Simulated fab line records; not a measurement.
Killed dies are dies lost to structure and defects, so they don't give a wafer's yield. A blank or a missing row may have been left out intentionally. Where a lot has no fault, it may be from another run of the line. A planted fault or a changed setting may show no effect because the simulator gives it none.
The tool behind it: which one? :: flow sky130 :: 11 lots, 33 wafers sampled, at 2 steps of a route of 708

WHAT EACH GAUGE READ, for each wafer
SKY_GATE_OXIDE_THK_MEAS_02.
lot: L381
measured: day 12 18:44
on: film-metro-04
GATE_OXIDE_OXIDATION_00_THK (nm): 9.90 10.06 10.04

lot: L386
measured: day 14 12:15
on: film-metro-02
GATE_OXIDE_OXIDATION_00_THK (nm): 10.34 10.29 10.19

lot: L387
measured: day 14 22:06
on: film-metro-02
GATE_OXIDE_OXIDATION_00_THK (nm): 9.19 9.26 8.79 9.15 9.22 8.81

lot: L388
measured: day 15 10:58
on: film-metro-03
GATE_OXIDE_OXIDATION_00_THK (nm): 9.14 9.14 9.09 9.11 9.17 9.20

lot: L389
measured: day 15 15:23
on: film-metro-04
GATE_OXIDE_OXIDATION_00_THK (nm): 9.24 9.21 9.39 9.27 9.20 9.40

lot: L396
measured: day 18 06:40
on: film-metro-04
GATE_OXIDE_OXIDATION_00_THK (nm): 10.28 10.25 10.16

lot: L397
measured: day 18 15:05
on: film-metro-04
GATE_OXIDE_OXIDATION_00_THK (nm): 10.04 10.07 10.10

lot: L399
measured: day 19 02:12
on: film-metro-02
GATE_OXIDE_OXIDATION_00_THK (nm): 9.90 9.87 9.87

lot: L400
measured: day 19 14:53
on: film-metro-04
GATE_OXIDE_OXIDATION_00_THK (nm): 10.73 10.60 10.70

lot: L401
measured: day 19 22:06
on: film-metro-03
GATE_OXIDE_OXIDATION_00_THK (nm): 9.90 9.99 9.79

lot: L402
measured: day 19 22:07
on: film-metro-02
GATE_OXIDE_OXIDATION_00_THK (nm): 10.22 10.18 10.38

TOOL THAT RAN EACH LOT (tool first, then ch and the chambers of the sampled wafers, then the start)
lot: L381
SKY_GATE_OXIDE_OXIDATION_01: furnace-01 ch 0, day 12 17:20

lot: L386
SKY_GATE_OXIDE_OXIDATION_01: furnace-02 ch 0, day 14 10:50

lot: L387
SKY_GATE_OXIDE_OXIDATION_01: furnace-02 ch 0, day 14 20:41

lot: L388
SKY_GATE_OXIDE_OXIDATION_01: furnace-02 ch 0, day 15 09:34

lot: L389
SKY_GATE_OXIDE_OXIDATION_01: furnace-02 ch 0, day 15 13:59

lot: L396
SKY_GATE_OXIDE_OXIDATION_01: furnace-02 ch 0, day 18 05:15

lot: L397
SKY_GATE_OXIDE_OXIDATION_01: furnace-02 ch 0, day 18 13:40

lot: L399
SKY_GATE_OXIDE_OXIDATION_01: furnace-01 ch 0, day 19 00:47

lot: L400
SKY_GATE_OXIDE_OXIDATION_01: furnace-02 ch 0, day 19 13:29

lot: L401
SKY_GATE_OXIDE_OXIDATION_01: furnace-02 ch 0, day 19 20:41

lot: L402
SKY_GATE_OXIDE_OXIDATION_01: furnace-02 ch 0, day 19 20:41
- SKY_GATE_OXIDE_OXIDATION_01: stabilise 600 s, purge 300 s, target thk 10.268 nm.

THE ANSWER, worked out from the rows above alone
Rule: what is usual is taken from the lots themselves. Put in order of their means at a reading, lots are off if they are a third of the lots or fewer, leave a main group of 4 or more, and stand apart from it by a gap of 3 or more times the standard deviation of the main group's means; of several such gaps the widest counts. If all means in a main group match to the digits the tables above print for the reading, that group is not used. Also off: a lot with no number at a reading for which 4 or more lots have one. All remaining lots with rows at the step are treated as sound.
Nothing can be told from this: no lot is off at any reading shown.

WHAT HAD BEEN PUT IN BY THE SIMULATOR
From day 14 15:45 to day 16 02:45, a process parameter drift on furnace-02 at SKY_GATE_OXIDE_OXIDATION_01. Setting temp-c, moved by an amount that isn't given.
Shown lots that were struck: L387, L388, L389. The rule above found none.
